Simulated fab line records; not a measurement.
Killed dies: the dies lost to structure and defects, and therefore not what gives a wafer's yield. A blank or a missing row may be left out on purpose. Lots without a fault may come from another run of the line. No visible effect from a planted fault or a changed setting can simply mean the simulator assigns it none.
fab line records | flow sky130
record: lots: 13 wafers: 39 last_day: 50
route steps=708 shown DNWELL@43 SONOS_ONO@169 LDD_HVN@271 CONTACT@432 PAD_OPEN@708
lots that met no fault: taken from a fault-free run of the same line
start_h: start of the lot's first displayed wafer, in hours after the record's first day | wait_h: hours elapsed since this lot's preceding step | " same as the row above | L1.1+2: a single row standing in for several wafers | - value missing, or start not given | * or withheld: withheld | < > ~ a bound
route shown NAME@n: NAME is a module with steps in the file, n the number in the route of the first one | usual: mean/standard deviation taken from wafers without a fault | same: alike in all rows | chamber/n: place in a boat | sites: per-site readings | _std_site: how widely they spread, as a standard deviation | _edge_site: inner sites' mean taken away from outer sites' mean | radius_mm: for every site, how far away it sits from the centre of the wafer | mask NAME#n: copy n | behind: the last tool/chamber to shape the wafer | hold: why the lot went on hold/how many hours it stayed there/how the hold came to an end | device: names the non-switching transistor (n, p or np) | end of line: tests run on the same wafers once the route is complete | where a step has no rows: the recipe by itself | killed: the dies lost at the first sort to structure and to defects; this is not the yield of the wafer | map: dies across one wafer; x = killed, . = not, _ = none there
set.NAME: the setting as run; set.NAME@STEP: as run at that earlier step | model.NAME: the simulator's own value behind a step, which no gauge read
the route's steps for a sample of lots (tables are steps, rows are wafers)
services: when a tool's chamber went out of use (start_h, in hours from the record's first day, below 0 if earlier), for how many hours, and the reason
== steps ==
step: SKY_DNWELL_STRIP_08
recipe: chemistry: O2/N2 power_w: 1400 pressure_mtorr: 1500 platen_temp_c: withheld o2_flow_sccm: 3000 n2_flow_sccm: 300 overash_fraction: 0.5
usual: drypump_motor_current_A: 5.8/0.51 oes_product_au: 0.722/0.0045 strip_time_to_endpoint_s: 37.00/0.11
columns lot.wafer tool chamber start_h wait_h drypump_motor_current_A oes_product_au rf_hours_counter_h strip_time_to_endpoint_s
L252.2 plasma_asher-01 0 81.38 0.1 5.5 0.724 43 37.09
L252.3 " 0 " " 5.5 0.718 - 37.05
L252.6 " 1 " " 6.4 0.715 - 37.04
L253.3 plasma_asher-03 1 84.50 0.1 6.5 0.724 - 37.06
L253.4 " 0 " " 5.5 0.722 - 37.03
L253.5 " 1 " " 6.5 0.721 - 37.06
L254.1 plasma_asher-04 1 91.57 0.1 5.1 0.716 43 36.85
L254.2 " 0 " " 6.1 0.715 43 36.83
L254.6 " 1 " " 5.1 0.717 - 36.79
L255.1 plasma_asher-03 1 97.97 0.1 6.5 0.721 22 37.09
L255.3 " 1 " " 6.5 0.720 - 37.01
L255.6 " 1 " " 6.5 0.719 - 37.00
L256.2 plasma_asher-04 1 100.08 0.1 5.1 0.725 44 37.06
L256.3 " 1 " " 5.1 0.721 - 37.10
L256.6 " 1 " " 5.1 0.719 - 37.17
L257.1 plasma_asher-01 1 102.82 0.1 6.4 0.724 46 37.01
L257.3 " 1 " " 6.4 0.724 - 37.01
L257.6 " 0 " " 5.5 0.724 - 37.04
L259.1 plasma_asher-04 1 117.28 0.1 5.1 0.728 46 36.81
L259.3 " 1 " " 5.1 0.718 - 36.89
L259.5 " 1 " " 5.1 0.728 - 36.85
L261.1 plasma_asher-01 1 130.47 0.1 6.4 0.726 1 36.95
L261.2 " 0 " " 5.5 0.719 1 37.00
L261.3 " 1 " " 6.4 0.723 - 36.94
L262.2 plasma_asher-03 0 134.52 0.1 5.5 0.728 26 37.15
L262.4 " 0 " " 5.5 0.727 - 37.08
L262.6 " 1 " " 6.5 0.714 - 37.21
L267.1 plasma_asher-04 0 159.83 0.1 6.2 0.726 50 37.00
L267.4 " 1 " " 5.1 0.717 - 37.10
L267.6 " 1 " " 5.1 0.723 - 36.96
L268.1 plasma_asher-03 0 180.99 0.1 5.5 0.721 28 37.27
L268.4 " 0 " " 5.5 0.730 - 37.13
L268.5 " 0 " " 5.5 0.729 - 37.20
L270.1 plasma_asher-03 1 182.47 0.1 6.5 0.724 28 36.81
L270.3 " 1 " " 6.5 0.720 - 36.74
L270.5 " 0 " " 5.5 0.727 - 36.74
L269.3 plasma_asher-01 0 187.06 0.1 5.5 0.729 - 37.16
L269.4 " 1 " " 6.3 0.721 - 37.06
L269.5 " 0 " " 5.5 0.724 - 36.94
step: SKY_SONOS_ONO_THK_MEAS_01
recipe: reads: SiO2_of_SONOS_ONO_OXIDATION_00
usual: SONOS_ONO_OXIDATION_THK: 2.58/0.051
columns lot.wafer tool chamber start_h wait_h SONOS_ONO_OXIDATION_THK[nm]
L252.2 film_metro-01 - 288.73 0.0 2.63
L252.3 " - " " 2.56
L252.6 " - " " 2.59
L253.3 film_metro-03 - 293.00 0.0 2.58
L253.4 " - " " 2.61
L253.5 " - " " 2.61
L254.1 film_metro-01 - 306.14 0.0 2.60
L254.2 " - " " 2.52
L254.6 " - " " 2.50
L255.1 film_metro-02 - 315.43 0.0 2.56
L255.3 " - " " 2.62
L255.6 " - " " 2.63
L256.2 film_metro-02 - 318.69 0.0 2.54
L256.3 " - " " 2.56
L256.6 " - " " 2.53
L257.1 film_metro-03 - 320.70 0.0 2.58
L257.3 " - " " 2.54
L257.6 " - " " 2.57
L259.1 film_metro-03 - 339.74 0.0 2.56
L259.3 " - " " 2.56
L259.5 " - " " 2.56
L261.1 film_metro-03 - 362.55 0.0 2.56
L261.2 " - " " 2.61
L261.3 " - " " 2.56
L262.2 film_metro-03 - 367.69 0.0 2.51
L262.4 " - " " 2.64
L262.6 " - " " 2.66
L267.1 film_metro-01 - 404.33 0.0 2.58
L267.4 " - " " 2.59
L267.6 " - " " 2.50
L268.1 film_metro-02 - 435.51 0.0 2.56
L268.4 " - " " 2.67
L268.5 " - " " 2.59
L270.1 film_metro-03 - 439.36 0.0 2.66
L270.3 " - " " 2.59
L270.5 " - " " 2.59
L269.3 film_metro-03 - 445.03 0.0 2.52
L269.4 " - " " 2.61
L269.5 " - " " 2.58
step: SKY_LDD_HVN_EXPOSE_04
recipe: mask_id: HVNTM na: 0.6 source_shape: conventional sigma_outer: 0.6 polarization: unpolarized target_cd_nm: 700 dose_mj: 127
usual: exposure_dose_mJ_cm2: 127.02/0.14 reticle_temp_C: 23.01/0.12
columns lot.wafer tool chamber start_h wait_h mask exposure_dose_mJ_cm2 reticle_temp_C
L252.2 iline_stepper-01 0 493.54 - HVNTM#0 127.07 23.17
L252.3 " 0 " " HVNTM#0 127.04 23.45
L252.6 " 0 " " HVNTM#0 127.15 23.13
L253.3 iline_stepper-02 0 500.31 - HVNTM#0 126.95 22.65
L253.4 " 0 " " HVNTM#0 127.05 23.06
L253.5 " 0 " " HVNTM#0 127.09 22.96
L254.1 iline_stepper-01 0 512.32 - HVNTM#0 126.81 23.24
L254.2 " 0 " " HVNTM#0 127.04 23.24
L254.6 " 0 " " HVNTM#0 126.80 23.15
L255.1 iline_stepper-02 0 524.27 - HVNTM#0 127.32 22.90
L255.3 " 0 " " HVNTM#0 127.07 22.85
L255.6 " 0 " " HVNTM#0 127.06 22.75
L256.2 iline_stepper-01 0 527.18 - HVNTM#0 126.96 23.04
L256.3 " 0 " " HVNTM#0 127.01 22.84
L256.6 " 0 " " HVNTM#0 127.16 23.06
L257.1 iline_stepper-01 0 530.60 - HVNTM#0 127.02 23.04
L257.3 " 0 " " HVNTM#0 126.98 23.19
L257.6 " 0 " " HVNTM#0 127.10 22.94
L259.1 iline_stepper-01 0 546.01 - HVNTM#0 127.07 22.97
L259.3 " 0 " " HVNTM#0 126.94 22.86
L259.5 " 0 " " HVNTM#0 127.01 22.96
L261.1 iline_stepper-02 0 575.69 - HVNTM#0 127.04 23.06
L261.2 " 0 " " HVNTM#0 126.76 23.08
L261.3 " 0 " " HVNTM#0 127.17 22.92
L262.2 iline_stepper-01 0 581.44 - HVNTM#0 134.14 22.90
L262.4 " 0 " " HVNTM#0 134.16 23.09
L262.6 " 0 " " HVNTM#0 134.14 23.00
L267.1 iline_stepper-02 0 615.87 - HVNTM#0 127.22 22.96
L267.4 " 0 " " HVNTM#0 127.14 22.98
L267.6 " 0 " " HVNTM#0 127.22 22.93
L268.1 iline_stepper-01 0 650.06 - HVNTM#0 133.98 23.10
L268.4 " 0 " " HVNTM#0 134.05 23.13
L268.5 " 0 " " HVNTM#0 134.18 23.04
L270.1 iline_stepper-01 0 650.53 - HVNTM#0 134.06 23.04
L270.3 " 0 " " HVNTM#0 134.05 23.11
L270.5 " 0 " " HVNTM#0 134.11 22.97
L269.3 iline_stepper-02 0 659.29 - HVNTM#0 127.07 22.96
L269.4 " 0 " " HVNTM#0 126.96 23.02
L269.5 " 0 " " HVNTM#0 126.95 23.06
step: SKY_CONTACT_THK_MEAS_26
recipe: thk_meas_gauge: xrf reads: W_of_CONTACT_CVD_24
usual: CONTACT_W_THK: 330/8.2
columns lot.wafer tool chamber start_h wait_h CONTACT_W_THK[nm]
L252.2 film_metro-01 - 770.06 0.1 318
L252.3 " - " " 321
L252.6 " - " " 320
L253.3 film_metro-01 - 776.16 0.1 324
L253.4 " - " " 327
L253.5 " - " " 326
L254.1 film_metro-01 - 784.13 0.1 331
L254.2 " - " " 324
L254.6 " - " " 323
L255.1 film_metro-03 - 796.11 0.1 338
L255.3 " - " " 335
L255.6 " - " " 332
L256.2 film_metro-01 - 800.41 0.1 312
L256.3 " - " " 322
L256.6 " - " " 309
L257.1 film_metro-01 - 802.82 0.1 321
L257.3 " - " " 320
L257.6 " - " " 319
L259.1 film_metro-02 - 822.36 0.1 341
L259.3 " - " " 330
L259.5 " - " " 338
L261.1 film_metro-03 - 848.56 0.1 329
L261.2 " - " " 343
L261.3 " - " " 347
L262.2 film_metro-02 - 853.20 0.1 340
L262.4 " - " " 337
L262.6 " - " " 339
L267.1 film_metro-02 - 881.98 0.1 334
L267.4 " - " " 331
L267.6 " - " " 335
L268.1 film_metro-02 - 909.29 0.1 325
L268.4 " - " " 325
L268.5 " - " " 325
L270.1 film_metro-01 - 910.55 0.1 324
L270.3 " - " " 324
L270.5 " - " " 324
L269.3 film_metro-01 - 918.56 0.1 326
L269.4 " - " " 321
L269.5 " - " " 323
step: SKY_PAD_OPEN_PROBE_99
usual: killed_at_M0_to_M3: 43/5.9 killed_at_M4_up: 3.3/1.9 killed_at_contacts: 24/5.6 killed_at_front_end: 15/4.1 killed_at_other: 0.4/0.66 killed_dies: 86/9 killed_open: 47/6.9 killed_short: 39/6.2
same: gross_dies: 492 killed_at_back_side: 0
columns lot.wafer tool chamber start_h wait_h killed_at_M0_to_M3 killed_at_M4_up killed_at_contacts killed_at_front_end killed_at_other killed_dies killed_open killed_short
L261.1 prober-01 - 1157.70 0.1 45 5 17 15 1 83 43 39
L261.2 prober-01 - 1157.75 0.1 42 3 19 22 0 86 47 39
L261.3 prober-01 - 1157.80 0.2 51 3 24 15 0 93 56 36
killed by level:class
L261.1 VIA1:geometric_particle:open=11 POLY_GATE:geometric_particle:open=10 METAL2:geometric_particle:short=9 CONTACT:geometric_particle:open=7 VIA3:geometric_particle:open=6 VIA1:geometric_particle:short=5 CONTACT:geometric_particle:short=4 FIELD_ISO:geometric_particle:short=3
L261.2 VIA1:geometric_particle:open=11 CONTACT:geometric_particle:open=10 FIELD_ISO:geometric_particle:open=8 METAL2:geometric_particle:short=7 VIA2:geometric_particle:open=6 FIELD_ISO:geometric_particle:short=4 VIA1:geometric_particle:short=4 POLY_GATE:geometric_particle:short=4
L261.3 CONTACT:geometric_particle:open=10 VIA2:geometric_particle:open=9 VIA1:geometric_particle:open=8 METAL2:geometric_particle:short=8 POLY_GATE:geometric_particle:short=6 LI_CONTACT:geometric_particle:open=6 VIA3:geometric_particle:open=6 FIELD_ISO:geometric_particle:open=4
== services ==
columns tool chamber start_h hours kind
iline_stepper-01 - 60.95 1.7 pm
plasma_asher-03 - 67.44 12.2 repair
iline_stepper-02 - 86.98 14.5 repair
iline_stepper-02 - 105.03 1.7 pm
iline_stepper-01 - 105.81 1.1 repair
plasma_asher-03 - 150.54 28.1 pm
iline_stepper-01 - 156.89 9.8 repair
iline_stepper-02 - 247.94 4.7 repair
iline_stepper-01 - 279.19 1.7 pm
iline_stepper-02 - 294.33 6.8 repair
iline_stepper-01 - 309.26 5.1 repair
iline_stepper-02 - 323.21 1.7 pm
iline_stepper-02 - 336.52 13.8 repair
iline_stepper-02 - 355.19 0.7 repair
iline_stepper-02 - 398.94 4.4 pm
iline_stepper-01 - 420.26 2.8 repair
iline_stepper-01 - 429.05 0.8 pm
plasma_asher-03 - 444.06 14.6 pm
plasma_asher-03 - 480.51 2.8 pm
iline_stepper-01 - 497.31 1.7 pm
iline_stepper-01 - 534.86 8.5 repair
iline_stepper-01 - 593.37 11.7 repair
iline_stepper-01 - 605.93 5.9 repair
iline_stepper-01 - 611.80 4.3 pm
== key ==
first_sign: step: SKY_LDD_HVN_EXPOSE_04 reading: exposure_dose_mJ_cm2 direction: up sigmas: 51 usual: * struck: *
effect none on later readings
met_at SKY_LDD_HVN_EXPOSE_04
struck_lots L262,L268,L270
tester_left_out L262,L268,L270
not_acting_at SKY_DNWELL_STRIP_08,SKY_SONOS_ONO_THK_MEAS_01,SKY_CONTACT_THK_MEAS_26
onset_between 546.01 581.44
fault: kind: process_parameter_drift tool: iline_stepper-01 chamber: - onset_h: 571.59 steps: SKY_LDD_HVN_EXPOSE_04 channel: dose_mj offset: 7.107 shape: step acts_in: these_recipes_only stated: 127
tester_left_out: of these lots the tester's yield and bins aren't shown, on N5 and GAA mostly nor the transistor test; their killed dies are dies lost to structure and defects alone, not to doping, threshold or leakage, so they don't give the yield
